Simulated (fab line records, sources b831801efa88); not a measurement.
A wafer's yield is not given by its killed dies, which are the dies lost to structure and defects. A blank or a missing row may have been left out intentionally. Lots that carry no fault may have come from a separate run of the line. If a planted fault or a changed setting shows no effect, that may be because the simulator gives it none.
fab line records	flow sfq_line
[record] lots = 5	wafers = 23
route steps=325 shown I3@144 M4@149 I4@171 JJ@179 M5@198
start_h: hours from the record's first day to the start of the lot's first wafer shown	wait_h: hours elapsed since this lot's preceding step	" unchanged from the row above	L1.1+2: several wafers, shown together as one row	- no value present, or no start provided	* or withheld: withheld	< > ~ a bound
route shown NAME@n: a module of which the file shows steps, and the number in the route of the first	usual: mean and standard deviation over wafers with no fault	same: alike in all rows	chamber/n: place in a boat	sites: each site's reading	_std_site: the values' standard deviation	_edge_site: inner sites' mean taken away from outer sites' mean	radius_mm: for every site, how far away it sits from the centre of the wafer	mask NAME#n: copy n	behind: the tool/chamber that last shaped the wafer	hold: why the lot went on hold/how many hours it stayed there/how the hold came to an end	device: whichever transistor did not switch (one of n, p or np)	end of line: tests of these same wafers at the route's end	step lacking rows: just its recipe	killed: the dies lost at the first sort to structure and to defects; this is not the yield of the wafer	map: dies across one wafer; x = killed, . = not, _ = none there
set.NAME: the setting as run; set.NAME@STEP: as run at that earlier step	model.NAME: the simulator's own value behind a step, which no gauge read
lots run with intentionally changed settings; tables by step, rows by wafer
[[steps]]
[step SFQ_TRILAYER_I3_VIA_BARC_OPEN_VIA_ETCH_121]
[recipe] mask_material = PR	chemistry = O2	target_depth_nm = 125	target = BARC	source_w = 500	bias_w = 80	pressure_mtorr = 30	time_s = 41.7
[usual] oes_product_au = 0.685/0.0047
lot.wafer	tool	chamber	start_h	wait_h	set.time_s	set.peb_temp_c@TRILAYER_I3_VIA_LITHO_PEB_088	oes_product_au	model.I3.cd_nm
L075.1	rie_diel-03	3	776.85	0.0	41.7	115	0.687	498.6
L075.3	"	1	"	"	36.71	115	0.725	497.6
L075.4	"	2	"	"	36.71	115	0.725	499.5
L075.5	"	3	"	"	36.71	111.4	0.728	422.1
L075.6	"	1	"	"	41.7	111.4	0.686	421.8
L077.1	rie_diel-02	3	785.22	0.0	41.7	115	0.682	500.6
L077.4	"	3	"	"	41.7	115	0.685	501.2
L077.6	"	2	"	"	41.7	115	0.686	499.9
L080.1	rie_diel-02	3	833.15	0.0	41.7	115	0.684	502.2
L080.2	"	1	"	"	41.7	117.5	0.692	542.9
L080.4	"	0	"	"	41.7	117.5	0.676	541.7
L080.5	"	1	"	"	41.7	115	0.688	499.9
L080.6	"	0	"	"	41.7	117.5	0.687	542.5
L081.2	rie_diel-04	1	839.15	0.0	37.46	115	0.709	501.9
L081.3	"	0	"	"	41.7	115	0.686	501.4
L081.4	"	1	"	"	41.7	116.7	0.685	529.2
L081.5	"	3	"	"	37.46	115	0.721	498.9
L081.6	"	0	"	"	37.46	116.7	0.715	529.5
L083.1	rie_diel-04	3	848.75	0.0	41.7	115	0.681	498.1
L083.2	"	0	"	"	46.13	115	0.670	499.8
L083.3	"	1	"	"	41.7	115	0.686	499
L083.4	"	3	"	"	46.13	115	0.676	499.5
L083.6	"	1	"	"	46.13	115	0.667	498.8
[step SFQ_TRILAYER_M4_DEP_SPUTTER_091]
[recipe] material = Nb	base_pressure_pa = 1.33e-06	chamber_pressure_pa = 0.1333	substrate_temp_c = 20	resputter_cathode_voltage_v = 400	target_thk_nm = 200	power_w = 2000	time_s = 133.3
lot.wafer	tool	chamber	start_h	wait_h	set.time_s	model.Nb_of_TRILAYER_M4_DEP_SPUTTER_091.thk_nm
L075.1	pvd_sputter-05	-	778.42	0.0	147.8	220.3
L075.3	"	-	"	"	133.3	200
L075.4	"	-	"	"	147.8	221.3
L075.5	"	-	"	"	133.3	199.7
L075.6	"	-	"	"	147.8	220.8
L077.1	pvd_sputter-05	-	786.18	0.0	133.3	199.9
L077.4	"	-	"	"	133.3	199.2
L077.6	"	-	"	"	133.3	198.1
L080.1	pvd_sputter-06	-	834.10	0.0	133.3	198.9
L080.2	"	-	"	"	133.3	198.3
L080.4	"	-	"	"	133.3	196.8
L080.5	"	-	"	"	133.3	197.5
L080.6	"	-	"	"	133.3	198.2
L081.2	pvd_sputter-04	-	840.10	0.0	133.3	199.7
L081.3	"	-	"	"	133.3	195.6
L081.4	"	-	"	"	133.3	199.3
L081.5	"	-	"	"	133.3	198.6
L081.6	"	-	"	"	133.3	196.5
L083.1	pvd_sputter-06	-	849.70	0.0	133.3	200.5
L083.2	"	-	"	"	124.6	186
L083.3	"	-	"	"	124.6	185.9
L083.4	"	-	"	"	133.3	199
L083.6	"	-	"	"	124.6	184.8
[step SFQ_M4_RS_MEAS_924]
[recipe] thk_meas_gauge = four-point-probe	reads = Nb_of_TRILAYER_M4_DEP_SPUTTER_091
[usual] M4_NB_RS = 0.895/0.0078
lot.wafer	tool	chamber	start_h	wait_h	set.time_s@TRILAYER_M4_DEP_SPUTTER_091	M4_NB_RS[ohm/sq]
L075.1	film_metro-01	-	778.51	0.0	147.8	0.810
L075.3	"	-	"	"	133.3	0.890
L075.4	"	-	"	"	147.8	0.804
L075.5	"	-	"	"	133.3	0.893
L075.6	"	-	"	"	147.8	0.805
L077.1	film_metro-02	-	786.27	0.0	133.3	0.890
L077.4	"	-	"	"	133.3	0.895
L077.6	"	-	"	"	133.3	0.899
L080.1	film_metro-02	-	834.19	0.0	133.3	0.896
L080.2	"	-	"	"	133.3	0.898
L080.4	"	-	"	"	133.3	0.904
L080.5	"	-	"	"	133.3	0.902
L080.6	"	-	"	"	133.3	0.899
L081.2	film_metro-02	-	840.21	0.1	133.3	0.892
L081.3	"	-	"	"	133.3	0.909
L081.4	"	-	"	"	133.3	0.892
L081.5	"	-	"	"	133.3	0.895
L081.6	"	-	"	"	133.3	0.906
L083.1	film_metro-01	-	849.79	0.0	133.3	0.889
L083.2	"	-	"	"	124.6	0.958
L083.3	"	-	"	"	124.6	0.961
L083.4	"	-	"	"	133.3	0.895
L083.6	"	-	"	"	124.6	0.966
[step SFQ_TRILAYER_M4_LITHO_PEB_096]
[recipe] peb_temp_c = 115	peb_time_s = 60	resist = KrF
lot.wafer	tool	chamber	start_h	wait_h	set.peb_time_s
L075.1+4	litho_track-02	0	901.01	1.0	60
L075.3+5+6	"	0	"	"	67.07
L077.1+4+6	litho_track-02	0	910.61	1.0	60
L080.1+2+5	litho_track-04	0	954.56	1.0	53.07
L080.4+6	"	0	"	"	60
L081.2+3+4	litho_track-04	0	959.39	0.8	60
L081.5+6	"	0	"	"	55.6
L083.1+4+6	litho_track-04	0	968.04	1.0	55.83
L083.2+3	"	0	"	"	60
[step SFQ_TRILAYER_M4_LITHO_DEVELOP_095]
[recipe] time_s = 60	resist = KrF
[step SFQ_TRILAYER_M4_BARC_OPEN_METAL_ETCH_123]
[recipe] mask_material = PR	chemistry = O2	target_depth_nm = 125	target = BARC	icp_w = 600	bias_w = 80	pressure_mtorr = 10.38	time_s = 41.7
lot.wafer	tool	chamber	start_h	wait_h	set.peb_time_s@TRILAYER_M4_LITHO_PEB_096	model.M4.cd_nm
L075.1	rie_metal-03	0	901.35	0.0	60	498.1
L075.3	"	1	"	"	67.07	484.6
L075.4	"	0	"	"	60	500.1
L075.5	"	0	"	"	67.07	483.5
L075.6	"	1	"	"	67.07	486.8
L077.1	rie_metal-03	0	910.95	0.0	60	497.7
L077.4	"	0	"	"	60	498.7
L077.6	"	1	"	"	60	499.1
L080.1	rie_metal-01	0	954.90	0.0	53.07	518.7
L080.2	"	1	"	"	53.07	517
L080.4	"	0	"	"	60	499.7
L080.5	"	1	"	"	53.07	518.1
L080.6	"	0	"	"	60	501.5
L081.2	rie_metal-02	0	959.70	0.0	60	499.5
L081.3	"	0	"	"	60	500.9
L081.4	"	1	"	"	60	499.6
L081.5	"	0	"	"	55.6	511.5
L081.6	"	1	"	"	55.6	512.3
L083.1	rie_metal-01	1	968.38	0.0	55.83	507.4
L083.2	"	1	"	"	60	497.6
L083.3	"	1	"	"	60	499.5
L083.4	"	1	"	"	55.83	509.7
L083.6	"	1	"	"	55.83	509
[step SFQ_TRILAYER_M4_ETCH_METAL_ETCH_096]
[recipe] target = Nb	stop_on = SiO2	mask_material = PR	chemistry = Cl2/Ar	target_depth_nm = 240	icp_w = 600	bias_w = 80	pressure_mtorr = 10	time_s = 120
[usual] oes_product_au = 0.891/0.006
lot.wafer	tool	chamber	start_h	wait_h	set.time_s@TRILAYER_M4_DEP_SPUTTER_091	set.peb_time_s@TRILAYER_M4_LITHO_PEB_096	oes_product_au	model.M4.cd_nm
L075.1	rie_metal-03	0	901.41	0.0	147.8	60	0.940	498.4
L075.3	"	1	"	"	133.3	67.07	0.900	483.8
L075.4	"	0	"	"	147.8	60	0.942	500.1
L075.5	"	0	"	"	133.3	67.07	0.897	483.8
L075.6	"	1	"	"	147.8	67.07	0.943	486.8
L077.1	rie_metal-03	0	911.01	0.0	133.3	60	0.895	497.6
L077.4	"	0	"	"	133.3	60	0.894	499.3
L077.6	"	1	"	"	133.3	60	0.887	499.5
L080.1	rie_metal-01	0	954.96	0.0	133.3	53.07	0.884	516.8
L080.2	"	1	"	"	133.3	53.07	0.896	516.8
L080.4	"	0	"	"	133.3	60	0.881	497.4
L080.5	"	1	"	"	133.3	53.07	0.892	518.8
L080.6	"	0	"	"	133.3	60	0.894	499.2
L081.2	rie_metal-02	0	959.76	0.0	133.3	60	0.888	499.6
L081.3	"	0	"	"	133.3	60	0.878	500.3
L081.4	"	1	"	"	133.3	60	0.888	497.9
L081.5	"	0	"	"	133.3	55.6	0.888	510.6
L081.6	"	1	"	"	133.3	55.6	0.885	510.6
L083.1	rie_metal-01	1	968.50	0.1	133.3	55.83	0.888	509.2
L083.2	"	1	"	"	124.6	60	0.857	499.1
L083.3	"	1	"	"	124.6	60	0.861	500.1
L083.4	"	1	"	"	133.3	55.83	0.897	511.2
L083.6	"	1	"	"	124.6	55.83	0.858	510.4
[step SFQ_TRILAYER_I4_VIA_LITHO_PEB_106]
[recipe] peb_temp_c = 115	peb_time_s = 60	resist = KrF
lot.wafer	tool	chamber	start_h	wait_h	set.peb_time_s
L075.1+3+4	litho_track-04	0	978.77	1.0	65.45
L075.5+6	"	0	"	"	60
L077.1+4+6	litho_track-02	0	985.97	1.0	60
L080.1+4+6	litho_track-03	0	1030.92	1.0	56.85
L080.2+5	"	0	"	"	60
L081.2+3+4+5+6	litho_track-04	0	1034.54	0.8	60
L083.1+2	litho_track-04	0	1052.43	1.0	60
L083.3+4+6	"	0	"	"	62.42
[step SFQ_TRILAYER_I4_VIA_BARC_OPEN_VIA_ETCH_146]
[recipe] mask_material = PR	chemistry = O2	target_depth_nm = 125	target = BARC	source_w = 500	bias_w = 80	pressure_mtorr = 30	time_s = 41.7
lot.wafer	tool	chamber	start_h	wait_h	set.source_w	set.peb_time_s@TRILAYER_I4_VIA_LITHO_PEB_106	model.I4.cd_nm	model.KrF_of_TRILAYER_I4_VIA_LITHO_COAT_103.thk_nm
L075.1	rie_diel-04	3	979.10	0.0	544.8	65.45	711.9	566.9
L075.3	"	2	"	"	500	65.45	712.2	570.4
L075.4	"	3	"	"	500	65.45	710.4	567.7
L075.5	"	2	"	"	544.8	60	698.3	564.3
L075.6	"	0	"	"	500	60	701	573.4
L077.1	rie_diel-04	0	986.30	0.0	500	60	698.8	574.1
L077.4	"	1	"	"	500	60	697.9	575.5
L077.6	"	3	"	"	500	60	696.3	572.8
L080.1	rie_diel-03	3	1031.25	0.0	500	56.85	693.3	571.8
L080.2	"	1	"	"	500	60	702.1	569.9
L080.4	"	2	"	"	442.8	56.85	692.6	580.2
L080.5	"	3	"	"	442.8	60	699.8	578.1
L080.6	"	1	"	"	442.8	56.85	693.9	579.1
L081.2	rie_diel-04	0	1034.85	0.0	500	60	699.4	576.4
L081.3	"	2	"	"	500	60	698	576.7
L081.4	"	3	"	"	500	60	698.2	576.3
L081.5	"	3	"	"	500	60	696.2	575.8
L081.6	"	0	"	"	500	60	697.9	575.3
L083.1	rie_diel-01	3	1052.76	0.0	500	60	699.1	573.1
L083.2	"	1	"	"	500	60	699.9	574
L083.3	"	0	"	"	500	62.42	706	572.5
L083.4	"	2	"	"	500	62.42	706.2	574.9
L083.6	"	1	"	"	500	62.42	707	574.4
[step SFQ_TRILAYER_I4_VIA_ETCH_VIA_ETCH_106]
[recipe] target = SiO2	stop_on = Nb	mask_material = PR	taper_deg = 20	chemistry = CHF3	target_depth_nm = 260	source_w = 500	bias_w = 80	pressure_mtorr = 30	time_s = withheld
lot.wafer	tool	chamber	start_h	wait_h	set.peb_time_s@TRILAYER_I4_VIA_LITHO_PEB_106	set.source_w@TRILAYER_I4_VIA_BARC_OPEN_VIA_ETCH_146	model.I4.cd_nm	model.KrF_of_TRILAYER_I4_VIA_LITHO_COAT_103.thk_nm
L075.1	rie_diel-04	3	979.14	0.0	*	544.8	710.7	522.3
L075.3	"	2	"	"	*	500	713.5	525.6
L075.4	"	3	"	"	*	500	708	523.4
L075.5	"	2	"	"	*	544.8	699.5	519.5
L075.6	"	0	"	"	*	500	702.1	529.6
L077.1	rie_diel-04	0	986.34	0.0	*	500	700.8	529.8
L077.4	"	1	"	"	*	500	699.1	530.2
L077.6	"	3	"	"	*	500	694.8	528.2
L080.1	rie_diel-03	3	1031.29	0.0	*	500	693.2	525.5
L080.2	"	1	"	"	*	500	702.3	524.3
L080.4	"	2	"	"	*	442.8	694.2	535.8
L080.5	"	3	"	"	*	442.8	699.1	532.3
L080.6	"	1	"	"	*	442.8	695	533.9
L081.2	rie_diel-04	0	1034.89	0.0	*	500	702.6	532.6
L081.3	"	2	"	"	*	500	699	531.8
L081.4	"	3	"	"	*	500	697.5	532.2
L081.5	"	3	"	"	*	500	694.9	532
L081.6	"	0	"	"	*	500	700	531.7
L083.1	rie_diel-01	3	1052.80	0.0	*	500	699.6	528.2
L083.2	"	1	"	"	*	500	700.7	529.7
L083.3	"	0	"	"	*	500	707.4	526.7
L083.4	"	2	"	"	*	500	707.3	530.7
L083.6	"	1	"	"	*	500	707.1	530.1
[step SFQ_TRILAYER_JJ_TRILAYER_DEP_SPUTTER_109]
[recipe] material = Nb	base_pressure_pa = 1.33e-06	chamber_pressure_pa = 0.1333	substrate_temp_c = 20	target_thk_nm = 150	power_w = 2000	time_s = 100
lot.wafer	tool	chamber	start_h	wait_h	set.power_w	model.Nb_of_TRILAYER_JJ_TRILAYER_DEP_SPUTTER_109.thk_nm
L075.1	pvd_sputter-03	-	980.08	0.0	2000	150.4
L075.3	"	-	"	"	2000	149.8
L075.4	"	-	"	"	2000	150.8
L075.5	"	-	"	"	2000	150.3
L075.6	"	-	"	"	2000	151.5
L077.1	pvd_sputter-06	-	987.26	0.0	2000	150.9
L077.4	"	-	"	"	2000	151.2
L077.6	"	-	"	"	2000	149.3
L080.1	pvd_sputter-06	-	1032.21	0.0	2223	169.5
L080.2	"	-	"	"	2000	152.9
L080.4	"	-	"	"	2000	151.7
L080.5	"	-	"	"	2223	166.4
L080.6	"	-	"	"	2000	152.7
L081.2	pvd_sputter-03	-	1035.81	0.0	2000	150
L081.3	"	-	"	"	2000	151
L081.4	"	-	"	"	2000	150.1
L081.5	"	-	"	"	2000	150.9
L081.6	"	-	"	"	2000	150.2
L083.1	pvd_sputter-03	-	1053.72	0.0	2000	147.8
L083.2	"	-	"	"	2000	148.7
L083.3	"	-	"	"	1823	135.5
L083.4	"	-	"	"	2000	149.1
L083.6	"	-	"	"	1823	134.8
[step SFQ_TRILAYER_JJ_CE_LITHO_EXPOSE_115]
[recipe] mask_id = J5	na = 0.6	source_shape = conventional	sigma_outer = 0.65	target_cd_nm = 700	dose_mj = 14.4
lot.wafer	tool	chamber	start_h	wait_h	mask	set.dose_mj
L075.1+6	krf_scanner-01	0	1005.72	-	J5#0	14.4
L075.3+4+5	"	0	"	"	J5#0	14.12
L077.1+4+6	krf_scanner-01	0	1015.32	-	J5#0	14.4
L080.1+6	krf_scanner-01	0	1070.43	-	J5#0	14.4
L080.2+4+5	"	0	"	"	J5#0	14.87
L081.2+5	krf_scanner-01	0	1074.23	-	J5#0	14.4
L081.3+4+6	"	0	"	"	J5#0	14
L083.1+4	krf_scanner-01	0	1100.85	-	J5#0	14.4
L083.2+3+6	"	0	"	"	J5#0	13.78
[step SFQ_TRILAYER_JJ_CE_LITHO_PEB_117]
[recipe] peb_temp_c = 115	peb_time_s = 60	resist = KrF
[step SFQ_TRILAYER_JJ_CE_LITHO_DEVELOP_116]
[recipe] time_s = 60	resist = KrF
[step SFQ_TRILAYER_JJ_CE_METRO_MEASURE_117]
[usual] cd_nm = 699.7/1.2
lot.wafer	tool	chamber	start_h	wait_h	set.dose_mj@TRILAYER_JJ_CE_LITHO_EXPOSE_115	cd_nm
L075.1	cd_sem-01	-	1007.25	0.0	14.4	701.1
L075.3	"	-	"	"	14.12	702.8
L075.4	"	-	"	"	14.12	705.3
L075.5	"	-	"	"	14.12	703.3
L075.6	"	-	"	"	14.4	699.1
L077.1	cd_sem-01	-	1016.85	0.0	14.4	699.8
L077.4	"	-	"	"	14.4	699.5
L077.6	"	-	"	"	14.4	698.1
L080.1	cd_sem-02	-	1071.96	0.0	14.4	699.7
L080.2	"	-	"	"	14.87	693.6
L080.4	"	-	"	"	14.87	694.5
L080.5	"	-	"	"	14.87	693.4
L080.6	"	-	"	"	14.4	700.4
L081.2	cd_sem-01	-	1075.76	0.2	14.4	699.3
L081.3	"	-	"	"	14	703.7
L081.4	"	-	"	"	14	704.3
L081.5	"	-	"	"	14.4	697.9
L081.6	"	-	"	"	14	702.2
L083.1	cd_sem-01	-	1102.38	0.0	14.4	699.5
L083.2	"	-	"	"	13.78	706.4
L083.3	"	-	"	"	13.78	705.7
L083.4	"	-	"	"	14.4	698.4
L083.6	"	-	"	"	13.78	707.3
[step SFQ_TRILAYER_JJ_CE_BARC_OPEN_RIE_150]
[recipe] mask_material = PR	chemistry = O2	target_depth_nm = 240	target = BARC	icp_w = 600	bias_w = 80	pressure_mtorr = 10	time_s = 80
lot.wafer	tool	chamber	start_h	wait_h	set.pressure_mtorr	set.dose_mj@TRILAYER_JJ_CE_LITHO_EXPOSE_115	model.JJ.cd_nm
L075.1	rie_metal-04	0	1008.45	1.0	11.19	14.4	700.8
L075.3	"	0	"	"	11.19	14.12	702.1
L075.4	"	1	"	"	11.19	14.12	704.1
L075.5	"	0	"	"	11.19	14.12	702.2
L075.6	"	1	"	"	11.19	14.4	698
L077.1	rie_metal-04	1	1018.05	1.0	10	14.4	698.9
L077.4	"	0	"	"	10	14.4	698.1
L077.6	"	0	"	"	10	14.4	697.7
L080.1	rie_metal-01	0	1073.16	1.0	10.65	14.4	698.6
L080.2	"	1	"	"	10.65	14.87	692.4
L080.4	"	1	"	"	10.65	14.87	692
L080.5	"	0	"	"	10.65	14.87	692.5
L080.6	"	1	"	"	10.65	14.4	699.2
L081.2	rie_metal-04	0	1076.76	0.8	10	14.4	698.2
L081.3	"	1	"	"	10	14	702.1
L081.4	"	0	"	"	10	14	703.3
L081.5	"	1	"	"	10	14.4	695.7
L081.6	"	0	"	"	10	14	701.2
L083.1	rie_metal-02	1	1103.58	1.0	9.174	14.4	698.7
L083.2	"	0	"	"	9.174	13.78	705.9
L083.3	"	1	"	"	9.174	13.78	705.7
L083.4	"	0	"	"	9.174	14.4	698.8
L083.6	"	1	"	"	9.174	13.78	707.1
[step SFQ_TRILAYER_JJ_CE_ETCH_RIE_118]
[recipe] target = Nb	stop_on = Al2O3	mask_material = PR	taper_deg = 13.257	over_etch_frac = 0.15	time_s = 97.7	chemistry = SF6	target_depth_nm = 170	icp_w = 600	bias_w = 80	pressure_mtorr = 10
lot.wafer	tool	chamber	start_h	wait_h	set.dose_mj@TRILAYER_JJ_CE_LITHO_EXPOSE_115	model.JJ.cd_nm
L075.1	rie_metal-04	0	1008.55	0.1	14.4	700.6
L075.3	"	0	"	"	14.12	702.3
L075.4	"	1	"	"	14.12	702.6
L075.5	"	0	"	"	14.12	702.4
L075.6	"	1	"	"	14.4	696.3
L077.1	rie_metal-04	1	1018.15	0.1	14.4	696.8
L077.4	"	0	"	"	14.4	698.7
L077.6	"	0	"	"	14.4	697.6
L080.1+6	rie_metal-01	0,1	1073.25	0.1	14.4	698.9
L080.2	"	1	"	"	14.87	691.7
L080.4	"	1	"	"	14.87	691.6
L080.5	"	0	"	"	14.87	692.9
L081.2	rie_metal-04	0	1076.85	0.1	14.4	698.3
L081.3	"	1	"	"	14	700.7
L081.4	"	0	"	"	14	704.1
L081.5	"	1	"	"	14.4	694
L081.6	"	0	"	"	14	701.3
L083.1	rie_metal-02	1	1103.67	0.1	14.4	698.6
L083.2	"	0	"	"	13.78	704.8
L083.3	"	1	"	"	13.78	704.9
L083.4	"	0	"	"	14.4	697.5
L083.6	"	1	"	"	13.78	706.8
[step SFQ_TRILAYER_M5_LITHO_COAT_128]
[recipe] resist = BARC	spin_rpm = 3000	resist_thk_nm = 62
lot.wafer	tool	chamber	start_h	wait_h	set.resist_thk_nm	model.BARC_of_TRILAYER_M5_LITHO_COAT_128.thk_nm
L075.1	litho_track-01	0	1009.93	0.0	58.89	58.81
L075.3	"	0	"	"	58.89	58.76
L075.4	"	0	"	"	62	61.91
L075.5	"	0	"	"	58.89	58.9
L075.6	"	0	"	"	62	61.88
L077.1	litho_track-01	0	1019.70	0.0	62	61.91
L077.4	"	0	"	"	62	61.92
L077.6	"	0	"	"	62	62.13
L080.1	litho_track-03	0	1075.13	0.0	59.11	59.21
L080.2	"	0	"	"	59.11	59.18
L080.4	"	0	"	"	62	61.89
L080.5	"	0	"	"	59.11	59.2
L080.6	"	0	"	"	62	61.98
L081.2	litho_track-01	0	1078.28	0.1	62	62.09
L081.3	"	0	"	"	60.92	61
L081.4	"	0	"	"	62	62.12
L081.5	"	0	"	"	60.92	61.01
L081.6	"	0	"	"	62	62.04
L083.1	litho_track-03	0	1105.66	0.0	62	62
L083.2	"	0	"	"	64.6	64.7
L083.3	"	0	"	"	62	62.09
L083.4	"	0	"	"	62	62.16
L083.6	"	0	"	"	64.6	64.64
[[key]]
[split] step = SFQ_TRILAYER_I3_VIA_BARC_OPEN_VIA_ETCH_121	setting = time_s	stated = 41.7	by = wafer
[response] step = SFQ_TRILAYER_I3_VIA_BARC_OPEN_VIA_ETCH_121	reading = oes_product_au	change = -0.00251	per = 1%	r = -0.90
[split] step = SFQ_TRILAYER_M4_DEP_SPUTTER_091	setting = time_s	stated = 133.3	by = wafer
[response] step = SFQ_TRILAYER_M4_DEP_SPUTTER_091	reading = model.Nb_of_TRILAYER_M4_DEP_SPUTTER_091.thk_nm	change = +1.99	per = 1%	r = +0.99
[response] step = SFQ_M4_RS_MEAS_924	reading = M4_NB_RS	change = -0.0086	per = 1%	r = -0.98
[response] step = SFQ_TRILAYER_M4_ETCH_METAL_ETCH_096	reading = oes_product_au	change = +0.0043	per = 1%	r = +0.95
[split] step = SFQ_TRILAYER_M4_LITHO_PEB_096	setting = peb_time_s	stated = 60	by = wafer
[response] step = SFQ_TRILAYER_M4_BARC_OPEN_METAL_ETCH_123	reading = model.M4.cd_nm	change = -1.4	per = 1%	r = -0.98
[response] step = SFQ_TRILAYER_M4_ETCH_METAL_ETCH_096	reading = model.M4.cd_nm	change = -1.47	per = 1%	r = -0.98
[split] step = SFQ_TRILAYER_I4_VIA_LITHO_PEB_106	setting = peb_time_s	stated = 60	by = wafer
[response] step = SFQ_TRILAYER_I4_VIA_BARC_OPEN_VIA_ETCH_146	reading = model.I4.cd_nm	change = +1.39	per = 1%	r = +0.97
[response] step = SFQ_TRILAYER_I4_VIA_ETCH_VIA_ETCH_106	reading = model.I4.cd_nm	change = +1.22	per = 1%	r = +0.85
[split] step = SFQ_TRILAYER_I4_VIA_BARC_OPEN_VIA_ETCH_146	setting = source_w	stated = 500	by = wafer
[response] step = SFQ_TRILAYER_I4_VIA_BARC_OPEN_VIA_ETCH_146	reading = model.KrF_of_TRILAYER_I4_VIA_LITHO_COAT_103.thk_nm	change = -0.658	per = 1%	r = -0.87
[response] step = SFQ_TRILAYER_I4_VIA_ETCH_VIA_ETCH_106	reading = model.KrF_of_TRILAYER_I4_VIA_LITHO_COAT_103.thk_nm	change = -0.715	per = 1%	r = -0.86
[split] step = SFQ_TRILAYER_JJ_TRILAYER_DEP_SPUTTER_109	setting = power_w	stated = 2000	by = wafer
[response] step = SFQ_TRILAYER_JJ_TRILAYER_DEP_SPUTTER_109	reading = model.Nb_of_TRILAYER_JJ_TRILAYER_DEP_SPUTTER_109.thk_nm	change = +1.44	per = 1%	r = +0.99
[split] step = SFQ_TRILAYER_JJ_CE_LITHO_EXPOSE_115	setting = dose_mj	stated = 14.4	by = wafer
[response] step = SFQ_TRILAYER_JJ_CE_METRO_MEASURE_117	reading = cd_nm	change = -1.8	per = 1%	r = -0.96
[response] step = SFQ_TRILAYER_JJ_CE_BARC_OPEN_RIE_150	reading = model.JJ.cd_nm	change = -1.84	per = 1%	r = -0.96
[response] step = SFQ_TRILAYER_JJ_CE_ETCH_RIE_118	reading = model.JJ.cd_nm	change = -1.92	per = 1%	r = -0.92
[split] step = SFQ_TRILAYER_JJ_CE_BARC_OPEN_RIE_150	setting = pressure_mtorr	stated = 10	by = lot
response none clear
[split] step = SFQ_TRILAYER_M5_LITHO_COAT_128	setting = resist_thk_nm	stated = 62	by = wafer
[response] step = SFQ_TRILAYER_M5_LITHO_COAT_128	reading = model.BARC_of_TRILAYER_M5_LITHO_COAT_128.thk_nm	change = +0.606	per = 1%	r = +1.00
split outside_this_file step=SFQ_TRILAYER_I3_VIA_LITHO_PEB_088 setting=peb_temp_c
// split outside_this_file: this setting was split too, and the file shows its column; the key of that split is in another file
